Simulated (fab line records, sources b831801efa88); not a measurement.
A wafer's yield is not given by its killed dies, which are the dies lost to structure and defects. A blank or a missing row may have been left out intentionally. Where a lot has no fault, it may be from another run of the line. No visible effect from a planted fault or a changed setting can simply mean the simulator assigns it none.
fab line records	flow sky130
[record] lots = 12	wafers = 36	last_day = 49
route steps=708 shown VT_ADJUST_HVTP@93 VT_ADJUST_NCORE@129 LDD_P@263 SD_N@353 PAD_OPEN@708
lots untouched by any fault: they come from a run of this same line in which no faults occurred
start_h: start of the lot's first displayed wafer, in hours after the record's first day	wait_h: hours elapsed since this lot's preceding step	" unchanged from the row above	L1.1+2: a row that stands for several wafers	- no value, or no start was given	* or withheld: withheld	< > ~ a bound
route shown NAME@n: NAME is a module with steps in the file, n the number in the route of the first one	usual: average and standard deviation across the fault-free wafers	same: alike in all rows	chamber/n: place in a boat	sites: readings site by site	_std_site: the values' standard deviation	_edge_site: mean of outer sites minus mean of inner sites	radius_mm: how far each site lies from the wafer's centre	mask NAME#n: copy n	behind: tool/chamber where the wafer was last shaped	hold: the reason the lot was held/the length of the hold in hours/how it ended	device: transistor that didn't switch, given as n, p or np	end of line: the same wafers' tests at the end of the route	a step with no rows: only its recipe	killed: the dies lost at the first sort to structure and to defects; this is not the yield of the wafer	map: shows each die of a wafer: x if killed, . if not, _ if none is there
set.NAME: the setting the step ran with; set.NAME@STEP: the setting that earlier step ran with	model.NAME: the simulator's own value behind a step, which no gauge read
a sample of lots followed through the steps of the route, with each step as a table and each wafer as a row
services: from which hour (start_h, from the record's first day; less than 0 if before it) a tool's chamber was out of use, for how many hours, and why
[[steps]]
[step SKY_VT_ADJUST_HVTP_OVL_MEAS_08]
[usual] VT_ADJUST_HVTP_OVL = -0.3/1.4
lot.wafer	tool	chamber	start_h	wait_h	VT_ADJUST_HVTP_OVL[nm]
L761.1	overlay-02	-	127.77	0.1	-1.7
L761.3	"	-	"	"	-1.4
L761.4	"	-	"	"	-1.6
L762.3	overlay-02	-	132.38	0.1	-0.4
L762.4	"	-	"	"	-1.1
L762.6	"	-	"	"	-2.0
L763.2	overlay-01	-	141.31	0.1	-0.6
L763.3	"	-	"	"	-2.5
L763.5	"	-	"	"	1.1
L764.2	overlay-02	-	146.23	0.1	-2.2
L764.3	"	-	"	"	0.5
L764.4	"	-	"	"	-0.2
L765.3	overlay-01	-	149.03	0.1	0.8
L765.4	"	-	"	"	-1.9
L765.6	"	-	"	"	-0.9
L766.2	overlay-01	-	158.57	0.1	-0.2
L766.4	"	-	"	"	0.1
L766.6	"	-	"	"	0.8
L767.2	overlay-02	-	166.26	0.1	0.0
L767.5	"	-	"	"	1.4
L767.6	"	-	"	"	0.4
L770.1	overlay-01	-	185.00	0.1	-0.9
L770.2	"	-	"	"	-2.4
L770.4	"	-	"	"	-2.7
L771.2	overlay-01	-	193.07	0.1	-0.8
L771.3	"	-	"	"	0.7
L771.4	"	-	"	"	-0.5
L772.3	overlay-01	-	195.03	0.1	0.8
L772.4	"	-	"	"	-0.8
L772.6	"	-	"	"	1.7
L774.1	overlay-02	-	212.82	0.1	-0.3
L774.4	"	-	"	"	-0.1
L774.5	"	-	"	"	-1.9
L776.1	overlay-02	-	234.12	0.1	-1.6
L776.2	"	-	"	"	-2.2
L776.4	"	-	"	"	-0.4
[step SKY_VT_ADJUST_NCORE_STRIP_10]
[recipe] chemistry = O2/N2	power_w = 1400	pressure_mtorr = 1500	platen_temp_c = withheld	o2_flow_sccm = 3000	n2_flow_sccm = 300	overash_fraction = 0.5
[usual] drypump_motor_current_A = 5.6/0.34	o2_flow_sccm = 3000/8.3	oes_product_au = 0.716/0.0043	strip_time_to_endpoint_s = 14.19/0.046
[same] overash_fraction = 0.5
lot.wafer	tool	chamber	start_h	wait_h	drypump_motor_current_A	o2_flow_sccm	oes_product_au	rf_hours_counter_h	strip_time_to_endpoint_s
L761.1	plasma_asher-02	0	186.03	0.1	5.1	3010	0.719	6	14.17
L761.3	"	0	"	"	5.1	3010	0.714	-	14.19
L761.4	"	1	"	"	5.7	3009	0.720	-	14.16
L762.3	plasma_asher-03	0	192.32	0.1	5.6	3004	0.722	-	14.23
L762.4	"	1	"	"	5.9	3004	0.719	-	14.30
L762.6	"	1	"	"	5.8	3002	0.712	-	14.29
L763.2	plasma_asher-02	1	203.41	0.1	5.8	2993	0.701	8	14.26
L763.3	"	0	"	"	5.1	2995	0.717	-	14.29
L763.5	"	0	"	"	5.1	3014	0.717	-	14.30
L764.2	plasma_asher-02	0	207.33	0.1	5.1	2991	0.711	8	14.16
L764.3	"	0	"	"	5.1	3009	0.715	-	14.19
L764.4	"	1	"	"	5.8	2998	0.718	-	14.22
L765.3	plasma_asher-03	0	212.51	0.1	5.6	2985	0.712	-	14.19
L765.4	"	1	"	"	5.8	3007	0.721	-	14.22
L765.6	"	0	"	"	5.6	2992	0.714	-	14.27
L766.2	plasma_asher-02	1	222.88	0.1	5.8	3003	0.723	10	14.17
L766.4	"	1	"	"	5.8	2992	0.708	-	14.19
L766.6	"	1	"	"	5.8	3011	0.712	-	14.20
L767.2	plasma_asher-03	0	230.00	0.1	5.6	3007	0.722	55	14.19
L767.5	"	0	"	"	5.6	3003	0.710	-	14.20
L767.6	"	1	"	"	5.8	2999	0.714	-	14.19
L770.1	plasma_asher-02	0	252.00	0.1	5.1	3008	0.719	13	14.14
L770.2	"	1	"	"	5.8	3017	0.713	13	14.12
L770.4	"	1	"	"	5.8	3008	0.715	-	14.14
L771.2	plasma_asher-04	0	262.10	0.1	6.4	2983	0.712	44	14.13
L771.3	"	1	"	"	5.5	3005	0.716	-	14.13
L771.4	"	0	"	"	6.4	2992	0.716	-	14.20
L772.3	plasma_asher-03	0	263.43	0.1	5.6	2989	0.718	-	14.22
L772.4	"	1	"	"	5.8	3006	0.715	-	14.22
L772.6	"	1	"	"	5.8	2999	0.716	-	14.19
L774.1	plasma_asher-03	0	283.76	0.1	5.6	2993	0.713	60	14.21
L774.4	"	0	"	"	5.6	3005	0.711	-	14.20
L774.5	"	0	"	"	5.6	3001	0.718	-	14.17
L776.1	plasma_asher-03	0	302.86	0.1	5.6	3000	0.715	62	14.20
L776.2	"	1	"	"	5.8	3007	0.712	62	14.21
L776.4	"	0	"	"	5.6	3005	0.717	-	14.17
[step SKY_LDD_P_OVL_MEAS_08]
[usual] LDD_P_OVL = 1.3/1.4
lot.wafer	tool	chamber	start_h	wait_h	LDD_P_OVL[nm]
L761.1	overlay-02	-	435.76	0.1	1.2
L761.3	"	-	"	"	-0.7
L761.4	"	-	"	"	2.6
L763.2	overlay-01	-	491.25	0.1	2.2
L763.3	"	-	"	"	2.0
L763.5	"	-	"	"	1.2
L762.3	overlay-02	-	491.55	0.1	2.5
L762.4	"	-	"	"	2.9
L762.6	"	-	"	"	3.8
L764.2	overlay-01	-	491.66	0.1	0.9
L764.3	"	-	"	"	1.9
L764.4	"	-	"	"	1.5
L766.2	overlay-02	-	494.65	0.1	0.0
L766.4	"	-	"	"	2.5
L766.6	"	-	"	"	2.3
L765.3	overlay-02	-	494.95	0.1	-1.7
L765.4	"	-	"	"	-2.4
L765.6	"	-	"	"	0.8
L767.2	overlay-01	-	495.32	0.1	2.3
L767.5	"	-	"	"	1.1
L767.6	"	-	"	"	0.7
L770.1	overlay-01	-	517.79	0.1	2.8
L770.2	"	-	"	"	0.0
L770.4	"	-	"	"	-0.7
L771.2	overlay-01	-	529.21	0.1	-0.2
L771.3	"	-	"	"	0.3
L771.4	"	-	"	"	1.8
L772.3	overlay-02	-	534.85	0.1	2.5
L772.4	"	-	"	"	2.1
L772.6	"	-	"	"	3.2
L774.1	overlay-01	-	553.64	0.1	0.3
L774.4	"	-	"	"	-0.9
L774.5	"	-	"	"	-0.5
L776.1	overlay-02	-	581.74	0.1	-1.1
L776.2	"	-	"	"	-0.5
L776.4	"	-	"	"	-0.7
[step SKY_SD_N_STRIP_11]
[recipe] chemistry = O2/N2	power_w = 1400	pressure_mtorr = 1500	platen_temp_c = withheld	o2_flow_sccm = 3000	n2_flow_sccm = 300	overash_fraction = 0.5
[usual] drypump_motor_current_A = 5.8/0.43	o2_flow_sccm = 3000/8.9	oes_product_au = 0.527/0.0047	strip_time_to_endpoint_s = 22.56/0.045
[same] overash_fraction = 0.5
lot.wafer	tool	chamber	start_h	wait_h	drypump_motor_current_A	o2_flow_sccm	oes_product_au	rf_hours_counter_h	strip_time_to_endpoint_s
L761.1	plasma_asher-03	0	647.75	0.1	5.6	2987	0.522	98	22.55
L761.3	"	1	"	"	5.8	3002	0.526	-	22.56
L761.4	"	0	"	"	5.6	3008	0.522	-	22.54
L763.2	plasma_asher-03	1	699.58	0.2	5.9	2998	0.531	103	22.63
L763.3	"	1	"	"	5.8	2998	0.525	-	22.64
L763.5	"	1	"	"	5.8	2991	0.530	-	22.61
L762.3	plasma_asher-01	0	700.13	0.1	5.0	3013	0.519	-	22.58
L762.4	"	1	"	"	6.3	2990	0.529	-	22.55
L762.6	"	1	"	"	6.3	3008	0.525	-	22.53
L764.2	plasma_asher-04	1	700.40	0.1	5.5	2998	0.519	88	22.55
L764.3	"	1	"	"	5.5	2992	0.528	-	22.59
L764.4	"	0	"	"	6.4	2992	0.521	-	22.58
L766.2	plasma_asher-03	0	702.76	0.1	5.6	3004	0.524	104	22.65
L766.4	"	0	"	"	5.6	3007	0.534	-	22.66
L766.6	"	0	"	"	5.6	3021	0.539	-	22.63
L767.2	plasma_asher-04	1	703.96	0.1	5.5	3005	0.536	89	22.52
L767.5	"	1	"	"	5.5	3003	0.526	-	22.57
L767.6	"	0	"	"	6.4	3012	0.527	-	22.53
L765.3	plasma_asher-01	1	704.53	0.1	6.3	2989	0.528	-	22.57
L765.4	"	0	"	"	4.9	2999	0.524	-	22.56
L765.6	"	0	"	"	4.9	3002	0.532	-	22.55
L770.1	plasma_asher-03	0	723.40	0.1	5.6	2999	0.533	106	22.53
L770.2	"	1	"	"	5.8	3018	0.525	106	22.52
L770.4	"	0	"	"	5.6	3009	0.530	-	22.58
L771.2	plasma_asher-01	0	733.50	0.1	4.9	2991	0.529	28	22.48
L771.3	"	0	"	"	4.9	3003	0.530	-	22.53
L771.4	"	1	"	"	6.3	3002	0.536	-	22.51
L772.3	plasma_asher-04	1	739.94	0.1	5.4	2994	0.520	-	22.60
L772.4	"	0	"	"	6.4	2999	0.525	-	22.54
L772.6	"	1	"	"	5.5	3006	0.521	-	22.53
L774.1	plasma_asher-04	0	755.78	0.1	6.4	3004	0.316	94	-
L774.4	"	1	"	"	5.5	2981	0.307	-	-
L774.5	"	1	"	"	5.4	2990	0.315	-	-
L776.1	plasma_asher-01	1	781.35	0.1	6.4	2997	0.531	33	22.51
L776.2	"	0	"	"	5.0	3003	0.523	33	22.50
L776.4	"	0	"	"	4.9	2993	0.528	-	22.50
[step SKY_PAD_OPEN_PROBE_99]
[usual] killed_at_M0_to_M3 = 43/7	killed_at_M4_up = 3.4/1.9	killed_at_contacts = 24/5.4	killed_at_front_end = 15/4.4	killed_at_other = 0.4/0.63	killed_dies = 86/9.1	killed_on_rim = 16/3.5	killed_open = 46/6.6	killed_short = 39/6.6
[same] gross_dies = 492	killed_at_back_side = 0
lot.wafer	tool	chamber	start_h	wait_h	killed_at_M0_to_M3	killed_at_M4_up	killed_at_contacts	killed_at_front_end	killed_at_other	killed_dies	killed_on_rim	killed_open	killed_short
L766.2	prober-02	-	1118.74	0.1	38	6	31	18	1	94	15	58	36
L766.4	prober-02	-	1118.84	0.2	31	2	35	17	0	85	18	41	44
L766.6	prober-02	-	1118.94	0.2	39	3	22	22	0	86	19	48	38
L774.1	prober-01	-	1153.27	0.1	51	3	16	422	0	492	96	47	39
L774.4	prober-01	-	1153.42	0.2	43	2	28	419	0	492	96	47	38
L774.5	prober-01	-	1153.47	0.2	59	5	21	407	0	492	96	54	47
// killed by level:class
L766.2 CONTACT:geometric_particle:open=12 LI_CONTACT:geometric_particle:open=9 VIA2:geometric_particle:open=8 CONTACT:geometric_particle:short=8 POLY_GATE:geometric_particle:open=7 VIA1:geometric_particle:open=7 FIELD_ISO:geometric_particle:short=5 VIA2:geometric_particle:short=4
L766.4 CONTACT:geometric_particle:open=15 CONTACT:geometric_particle:short=9 VIA1:geometric_particle:open=8 FIELD_ISO:geometric_particle:short=6 VIA2:geometric_particle:open=5 LI_CONTACT:geometric_particle:short=4 LOCAL_INTERCONNECT:geometric_particle:short=4 FIELD_ISO:geometric_particle:open=3
L766.6 CONTACT:geometric_particle:open=10 VIA1:geometric_particle:open=7 VIA3:geometric_particle:open=6 POLY_GATE:geometric_particle:short=5 POLY_GATE:geometric_particle:open=5 VIA2:geometric_particle:open=5 METAL3:geometric_particle:short=5 VIA3:geometric_particle:short=5
L774.1 SD_N:area_rta=406 VIA1:geometric_particle:open=12 VIA2:geometric_particle:open=11 VIA1:geometric_particle:short=7 LI_CONTACT:geometric_particle:open=5 CONTACT:geometric_particle:open=5 VIA2:geometric_particle:short=5 FIELD_ISO:geometric_particle:open=4
L774.4 SD_N:area_rta=407 VIA1:geometric_particle:open=11 CONTACT:geometric_particle:open=10 LI_CONTACT:geometric_particle:open=7 LOCAL_INTERCONNECT:geometric_particle:short=6 METAL2:geometric_particle:short=6 VIA1:geometric_particle:short=5 LI_CONTACT:geometric_particle:short=4
L774.5 SD_N:area_rta=391 VIA1:geometric_particle:open=12 CONTACT:geometric_particle:open=9 VIA2:geometric_particle:open=9 VIA3:geometric_particle:open=8 FIELD_ISO:geometric_particle:short=7 METAL2:geometric_particle:short=7 VIA2:geometric_particle:short=6
[[services]]
tool	chamber	start_h	hours	kind
plasma_asher-03	-	230.29	2.3	repair
plasma_asher-03	-	258.05	1.7	repair
plasma_asher-04	-	311.37	15.6	pm
plasma_asher-02	-	347.39	0.9	repair
plasma_asher-02	-	350.72	3.0	repair
plasma_asher-04	-	365.08	2.8	pm
plasma_asher-01	-	412.23	2.9	repair
plasma_asher-01	-	421.25	9.0	pm
plasma_asher-01	0	421.25	9.0	vent_cycle
plasma_asher-03	-	433.44	14.6	pm
plasma_asher-02	-	456.58	4.3	pm
plasma_asher-02	-	482.53	8.7	repair
plasma_asher-01	-	539.19	16.0	pm
plasma_asher-02	-	550.15	2.8	pm
plasma_asher-02	-	562.79	19.4	pm
plasma_asher-01	-	576.01	14.6	pm
plasma_asher-02	-	640.53	1.0	repair
plasma_asher-01	-	683.63	1.3	repair
plasma_asher-03	-	733.75	9.0	pm
plasma_asher-03	0	733.75	9.0	vent_cycle
plasma_asher-03	1	733.75	9.0	vent_cycle
plasma_asher-03	0	742.75	-	clean
plasma_asher-03	1	742.75	-	clean
plasma_asher-01	-	755.65	2.3	repair
[[key]]
[first_sign] step = SKY_SD_N_STRIP_11	reading = oes_product_au	direction = down	sigmas = 46	usual = 0.527	struck = 0.313
[effect] step = SKY_PAD_OPEN_PROBE_99	reading = killed_at_front_end	direction = up	sigmas = 91	usual = 15	struck = 416
[more_kills_born_at] SKY_SD_N_RTA_14@rtp_anneal-02 = 1204
met_at SKY_SD_N_STRIP_11
struck_lots L774
tester_left_out L774
not_acting_at SKY_VT_ADJUST_HVTP_OVL_MEAS_08,SKY_VT_ADJUST_NCORE_STRIP_10,SKY_LDD_P_OVL_MEAS_08
onset_between 739.94 755.78
[fault] kind = strip_aborted	tool = plasma_asher-04	chamber = -	onset_h = 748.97	steps = SKY_SD_N_STRIP_11	offset = 0.70911	end_h = 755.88
// tester_left_out: of these lots the tester's yield and bins aren't shown, on N5 and GAA mostly nor the transistor test; their killed dies are dies lost to structure and defects alone, not to doping, threshold or leakage, so they don't give the yield
